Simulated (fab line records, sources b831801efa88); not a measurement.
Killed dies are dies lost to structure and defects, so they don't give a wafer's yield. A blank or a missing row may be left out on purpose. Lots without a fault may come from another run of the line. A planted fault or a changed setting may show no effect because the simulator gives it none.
fab line records | flow gf180mcu
record lots=12 wafers=36 last_day=35
route steps=602 shown POLY_GATE@167 PSD@261 NSD@262 CONTACT@289
lots that met no fault: from a run of the same line without faults
start_h: hours from the record's first day to the start of the lot's first wafer shown | wait_h: hours since the lot's step before | " the same as in the row above | L1.1+2: a row that stands for several wafers | - no value, or no start given | * or withheld: withheld | < > ~ a bound
route shown NAME@n: a module of which the file shows steps, and the number in the route of the first | usual: mean/standard deviation of fault-free wafers | same: alike in all rows | chamber/n: place in a boat | sites: the reading at each site | _std_site: their standard deviation | _edge_site: outer sites' mean less inner sites' | radius_mm: how far each site lies from the wafer's centre | mask NAME#n: copy n | behind: the tool/chamber that last shaped the wafer | hold: why the lot was held/for how many hours/how that ended | device: the transistor (n, p or np) that didn't switch | end of line: the same wafers' tests at the end of the route | a step without rows: its recipe alone | killed: dies lost to structure and defects at the first sort, not the wafer's yield | map: a wafer's dies, x killed, . not, _ none there
set.NAME: the setting as run; set.NAME@STEP: as run at that earlier step | model.NAME: the simulator's own value behind a step, which no gauge read
steps of the route over a sample of lots; a table a step, a row a wafer
services: from which hour (start_h, from the record's first day; less than 0 if before it) a tool's chamber was out of use, for how many hours, and why
## steps
# step GF_POLY_GATE_CD_MEAS_10
# recipe target_cd_nm=280
# usual cd_nm=279.7/1.2
# columns lot.wafer tool chamber start_h wait_h cd_nm
L690.2 cd_sem-01 - 210.36 0.1 280.8
L690.3 " - " " 279.7
L690.5 " - " " 280.1
L691.2 cd_sem-02 - 214.44 0.1 281.4
L691.4 " - " " 282.3
L691.5 " - " " 281.9
L692.2 cd_sem-02 - 223.94 0.1 280.4
L692.4 " - " " 281.3
L692.5 " - " " 280.9
L693.1 cd_sem-02 - 235.60 0.1 279.6
L693.5 " - " " 278.0
L693.6 " - " " 279.1
L701.2 cd_sem-01 - 285.55 0.1 278.0
L701.4 " - " " 277.8
L701.5 " - " " 279.7
L704.1 cd_sem-02 - 316.75 0.1 279.3
L704.4 " - " " 279.3
L704.6 " - " " 279.3
L707.3 cd_sem-02 - 331.66 0.1 280.1
L707.4 " - " " 278.2
L707.5 " - " " 279.6
L708.2 cd_sem-02 - 343.29 0.1 281.6
L708.4 " - " " 281.8
L708.5 " - " " 281.7
L709.1 cd_sem-02 - 348.28 0.1 276.8
L709.2 " - " " 278.4
L709.3 " - " " 277.2
L710.2 cd_sem-02 - 359.80 0.1 280.0
L710.4 " - " " 280.9
L710.6 " - " " 281.6
L711.1 cd_sem-02 - 364.53 0.1 279.2
L711.4 " - " " 278.4
L711.6 " - " " 279.2
L712.4 cd_sem-02 - 372.25 0.1 278.9
L712.5 " - " " 277.7
L712.6 " - " " 279.6
# step GF_POLY_GATE_ETCH_13
# recipe target=poly-Si target_depth_nm=198.5 stop_on=SiO2 over_etch_frac=0.403 chemistry=HBr/Cl2 icp_w=400 bias_w=100 pressure_mtorr=10 HBr_flow_sccm=150 Cl2_flow_sccm=50 time_s=69.6
# usual drypump_motor_current_A=5.6/0.39 oes_product_au=0.983/0.012 throttle_valve_pct=33.684/0.0095
# columns lot.wafer tool chamber start_h wait_h drypump_motor_current_A oes_product_au rf_hours_counter_h throttle_valve_pct
L690.2 rie_si-02 2 210.54 - 6.3 0.968 4 33.673
L690.3 " 3 " " 5.8 0.999 55 33.697
L690.5 " 3 " " 5.8 0.997 - 33.701
L691.2 rie_si-02 0 214.62 - 5.5 0.996 2 33.689
L691.4 " 3 " " 5.7 1.000 55 33.686
L691.5 " 3 " " 5.7 0.998 - 33.691
L692.2 rie_si-02 0 224.12 - 5.5 0.995 2 33.695
L692.4 " 3 " " 5.7 0.990 55 33.699
L692.5 " 1 " " 6.0 0.975 - 33.671
L693.1 rie_si-01 0 235.83 - 5.3 0.984 119 33.694
L693.5 " 2 " " 5.0 0.985 - 33.681
L693.6 " 0 " " 5.3 0.990 - 33.691
L701.2 rie_si-01 2 285.74 - 5.0 0.985 5 33.674
L701.4 " 1 " " 5.4 0.978 0 33.679
L701.5 " 2 " " 5.0 0.983 - 33.697
L704.1 rie_si-02 3 316.95 - 5.8 1.006 56 33.691
L704.4 " 2 " " 6.2 0.960 6 33.675
L704.6 " 0 " " 5.5 0.997 - 33.693
L707.3 rie_si-02 1 331.82 - 6.0 0.980 2 33.685
L707.4 " 3 " " 5.8 0.995 57 33.683
L707.5 " 1 " " 6.0 0.983 - 33.679
L708.2 rie_si-01 3 343.47 - 5.6 0.986 4 33.665
L708.4 " 2 " " 5.0 0.988 5 33.695
L708.5 " 3 " " 5.7 0.983 - 33.664
L709.1 rie_si-01 1 348.49 - 5.4 0.982 1 33.690
L709.2 " 0 " " 5.3 0.985 1 33.680
L709.3 " 2 " " 5.0 0.988 6 33.694
L710.2 rie_si-02 1 359.99 - 6.0 0.993 3 33.683
L710.4 " 2 " " 6.3 0.964 6 33.673
L710.6 " 1 " " 6.0 0.985 - 33.687
L711.1 rie_si-02 2 364.74 - 6.3 0.964 6 33.692
L711.4 " 0 " " 5.5 0.990 3 33.673
L711.6 " 0 " " 5.5 0.995 - 33.693
L712.4 rie_si-01 0 372.40 - 5.3 0.973 1 33.663
L712.5 " 0 " " 5.3 0.980 - 33.690
L712.6 " 1 " " 5.4 0.962 - 33.694
# step GF_PSD_RTA_13
# recipe temp_c=1025 time_s=20 ambient=N2
# usual lamp_power_pct=31.4/1.5 run_length_s=48.7/0.75 wafer_temp_C_max=1030.4/1
# columns lot.wafer tool chamber start_h wait_h lamp_power_pct run_length_s wafer_temp_C_max
L690.2 rtp_anneal-01 0 342.80 0.0 33.1 48.7 1029.5
L690.3 " 0 " " 33.1 48.7 1031.0
L690.5 " 0 " " 33.1 48.3 1030.7
L691.2 rtp_anneal-02 0 344.32 0.0 30.2 48.5 1032.0
L691.4 " 0 " " 30.2 48.2 1032.2
L691.5 " 0 " " 30.1 48.1 1029.0
L692.2 rtp_anneal-01 0 353.92 0.0 33.1 48.6 1029.4
L692.4 " 0 " " 33.1 48.5 1030.2
L692.5 " 0 " " 33.2 48.4 1030.2
L693.1 rtp_anneal-01 0 369.09 0.0 33.1 48.5 1028.7
L693.5 " 0 " " 33.1 48.8 1030.0
L693.6 " 0 " " 33.2 48.7 1031.7
L701.2 rtp_anneal-02 0 427.62 0.0 30.1 48.2 1030.5
L701.4 " 0 " " 30.1 48.7 1029.1
L701.5 " 0 " " 30.1 48.3 1030.7
L704.1 rtp_anneal-01 0 464.63 0.0 33.1 70.3 1030.5
L704.4 " 0 " " 33.1 48.3 1029.3
L704.6 " 0 " " 33.1 48.5 1029.5
L707.3 rtp_anneal-01 0 482.54 0.0 33.1 70.3 1029.9
L707.4 " 0 " " 33.1 48.7 1030.5
L707.5 " 0 " " 33.2 48.4 1031.9
L708.2 rtp_anneal-02 0 493.73 0.0 30.2 48.7 1030.3
L708.4 " 0 " " 30.1 48.2 1031.1
L708.5 " 0 " " 30.2 48.2 1031.0
L709.1 rtp_anneal-02 0 498.61 0.0 30.1 48.4 1030.5
L709.2 " 0 " " 30.1 48.2 1031.1
L709.3 " 0 " " 30.1 48.3 1030.5
L710.2 rtp_anneal-02 0 512.67 0.0 30.1 48.2 1029.5
L710.4 " 0 " " 30.2 48.2 1030.2
L710.6 " 0 " " 30.1 48.2 1030.2
L711.1 rtp_anneal-02 0 516.68 0.0 30.1 48.4 1031.9
L711.4 " 0 " " 30.1 48.5 1030.5
L711.6 " 0 " " 30.2 48.5 1031.1
L712.4 rtp_anneal-02 0 525.22 0.0 30.1 48.4 1032.4
L712.5 " 0 " " 30.1 48.1 1029.7
L712.6 " 0 " " 30.2 48.3 1031.3
# step GF_PSD_RS_MEAS_14
# recipe thk_meas_gauge=four-point-probe
# usual NSD_RS=46.14/0.088
# columns lot.wafer tool chamber start_h wait_h NSD_RS[ohm/sq]
L690.2 film_metro-01 - 342.88 0.1 46.21
L690.3 " - " " 46.10
L690.5 " - " " 46.24
L691.2 film_metro-04 - 344.41 0.1 46.40
L691.4 " - " " 46.10
L691.5 " - " " 46.13
L692.2 film_metro-03 - 354.01 0.1 46.02
L692.4 " - " " 46.12
L692.5 " - " " 46.12
L693.1 film_metro-01 - 369.17 0.1 46.22
L693.5 " - " " 46.18
L693.6 " - " " 46.17
L701.2 film_metro-04 - 427.71 0.1 46.26
L701.4 " - " " 46.21
L701.5 " - " " 46.13
L704.1 film_metro-03 - 464.72 0.1 42.26
L704.4 " - " " 46.15
L704.6 " - " " 46.22
L707.3 film_metro-03 - 482.63 0.1 42.07
L707.4 " - " " 46.07
L707.5 " - " " 46.20
L708.2 film_metro-04 - 493.82 0.1 46.17
L708.4 " - " " 46.17
L708.5 " - " " 46.14
L709.1 film_metro-04 - 498.69 0.1 46.13
L709.2 " - " " 46.07
L709.3 " - " " 46.19
L710.2 film_metro-04 - 512.76 0.1 46.07
L710.4 " - " " 46.03
L710.6 " - " " 46.20
L711.1 film_metro-03 - 516.76 0.1 45.95
L711.4 " - " " 46.07
L711.6 " - " " 46.02
L712.4 film_metro-04 - 525.32 0.1 46.20
L712.5 " - " " 46.13
L712.6 " - " " 46.25
# step GF_PSD_RS_MEAS_15
# recipe thk_meas_gauge=four-point-probe
# usual PSD_RS=108.57/0.27
# columns lot.wafer tool chamber start_h wait_h PSD_RS[ohm/sq]
L690.2 film_metro-01 - 343.00 0.1 108.82
L690.3 " - " " 108.78
L690.5 " - " " 108.82
L691.2 film_metro-04 - 344.53 0.1 108.81
L691.4 " - " " 108.52
L691.5 " - " " 108.54
L692.2 film_metro-03 - 354.13 0.1 108.37
L692.4 " - " " 108.99
L692.5 " - " " 108.52
L693.1 film_metro-01 - 369.29 0.1 108.23
L693.5 " - " " 108.46
L693.6 " - " " 108.20
L701.2 film_metro-04 - 427.83 0.1 108.75
L701.4 " - " " 108.72
L701.5 " - " " 108.84
L704.1 film_metro-03 - 464.84 0.1 101.33
L704.4 " - " " 108.67
L704.6 " - " " 108.49
L707.3 film_metro-03 - 482.75 0.1 101.36
L707.4 " - " " 108.24
L707.5 " - " " 108.61
L708.2 film_metro-04 - 493.94 0.1 108.61
L708.4 " - " " 108.32
L708.5 " - " " 108.46
L709.1 film_metro-04 - 498.81 0.1 108.29
L709.2 " - " " 108.42
L709.3 " - " " 108.24
L710.2 film_metro-04 - 512.88 0.1 107.78
L710.4 " - " " 108.42
L710.6 " - " " 108.82
L711.1 film_metro-03 - 516.88 0.1 108.03
L711.4 " - " " 108.15
L711.6 " - " " 108.51
L712.4 film_metro-04 - 525.44 0.1 109.09
L712.5 " - " " 108.97
L712.6 " - " " 108.73
# step GF_CONTACT_CVD_02
# recipe material=SiO2 target_thk_nm=860 precursor=TEOS temp_c=400 time_s=95.992 rf_w=600
# usual heater_power_w=638/81 susceptor_temp_C=400.01/0.23
# columns lot.wafer tool chamber start_h wait_h heater_power_w susceptor_temp_C
L690.2 pecvd-02 1 366.55 0.0 656 400.09
L690.3 " 0 " " 503 400.55
L690.5 " 0 " " 534 400.25
L691.2 pecvd-03 1 367.90 0.0 650 400.35
L691.4 " 2 " " 694 399.92
L691.5 " 0 " " 735 399.77
L692.2 pecvd-03 2 378.22 0.0 736 399.90
L692.4 " 2 " " 602 400.26
L692.5 " 0 " " 637 399.78
L693.1 pecvd-04 0 393.79 0.1 581 400.15
L693.5 " 0 " " 639 400.17
L693.6 " 2 " " 541 400.03
L701.2 pecvd-04 0 453.86 0.0 668 399.81
L701.4 " 2 " " 547 400.24
L701.5 " 0 " " 612 399.86
L704.1 pecvd-03 0 490.71 0.1 642 399.79
L704.4 " 0 " " 722 400.01
L704.6 " 1 " " 596 399.91
L707.3 pecvd-02 2 507.62 0.0 568 400.21
L707.4 " 1 " " 697 399.82
L707.5 " 0 " " 410 400.05
L708.2 pecvd-03 0 519.48 0.0 633 400.10
L708.4 " 0 " " 695 399.94
L708.5 " 1 " " 704 399.75
L709.1 pecvd-03 0 524.43 0.1 627 400.61
L709.2 " 1 " " 640 400.00
L709.3 " 2 " " 598 400.45
L710.2 pecvd-03 1 537.76 0.0 607 399.92
L710.4 " 1 " " 667 400.08
L710.6 " 0 " " 758 400.02
L711.1 pecvd-04 2 541.27 0.1 655 399.67
L711.4 " 1 " " 664 399.76
L711.6 " 0 " " 641 400.38
L712.4 pecvd-03 1 549.48 0.1 675 400.09
L712.5 " 2 " " 751 400.14
L712.6 " 0 " " 729 399.88
## services
# columns tool chamber start_h hours kind
pecvd-03 - 194.56 6.4 repair
rie_si-01 - 210.73 15.6 pm
rie_si-01 1 226.33 - clean
rie_si-01 2 231.58 1.1 repair
pecvd-04 - 234.29 0.7 repair
rie_si-02 0 240.93 2.2 repair
pecvd-02 2 270.69 5.5 repair
pecvd-03 - 278.33 6.0 pm
pecvd-02 - 281.82 2.8 pm
pecvd-04 - 296.25 2.0 repair
rie_si-02 2 297.68 2.1 repair
pecvd-04 - 301.44 2.8 pm
rie_si-01 - 308.56 2.8 pm
pecvd-03 2 310.57 2.6 repair
pecvd-04 - 318.20 13.5 repair
pecvd-03 - 320.83 0.8 repair
rtp_anneal-01 - 383.29 5.5 pm
rie_si-01 1 416.08 9.2 repair
rie_si-01 0 429.37 13.5 repair
pecvd-04 1 448.53 16.2 repair
pecvd-03 2 457.46 4.9 repair
rie_si-02 3 495.54 - clean
rie_si-02 3 495.54 16.7 scheduled_down
rie_si-02 3 495.54 16.7 vent_cycle
## key
first_sign step=GF_PSD_RTA_13 reading=run_length_s direction=up sigmas=29 usual=* struck=*
effect step=GF_PSD_RS_MEAS_14 reading=NSD_RS direction=down sigmas=45 usual=46.14 struck=42.16
effect step=GF_PSD_RS_MEAS_15 reading=PSD_RS direction=down sigmas=27 usual=108.57 struck=101.34
met_at GF_PSD_RTA_13
struck_lots L704,L707
struck_wafers L704.1,L707.3
tester_left_out L704,L707
not_acting_at GF_POLY_GATE_CD_MEAS_10,GF_POLY_GATE_ETCH_13,GF_CONTACT_CVD_02
onset_between 369.09 464.63
fault kind=process_parameter_drift tool=rtp_anneal-01 chamber=- onset_h=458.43 steps=GF_PSD_RTA_13 channel=time_s offset=* shape=step end_h=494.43 scope=struck_wafers_only acts_in=* stated=*
# tester_left_out: of these lots the tester's yield and bins aren't shown, on N5 and GAA mostly nor the transistor test; their killed dies are dies lost to structure and defects alone, not to doping, threshold or leakage, so they don't give the yield
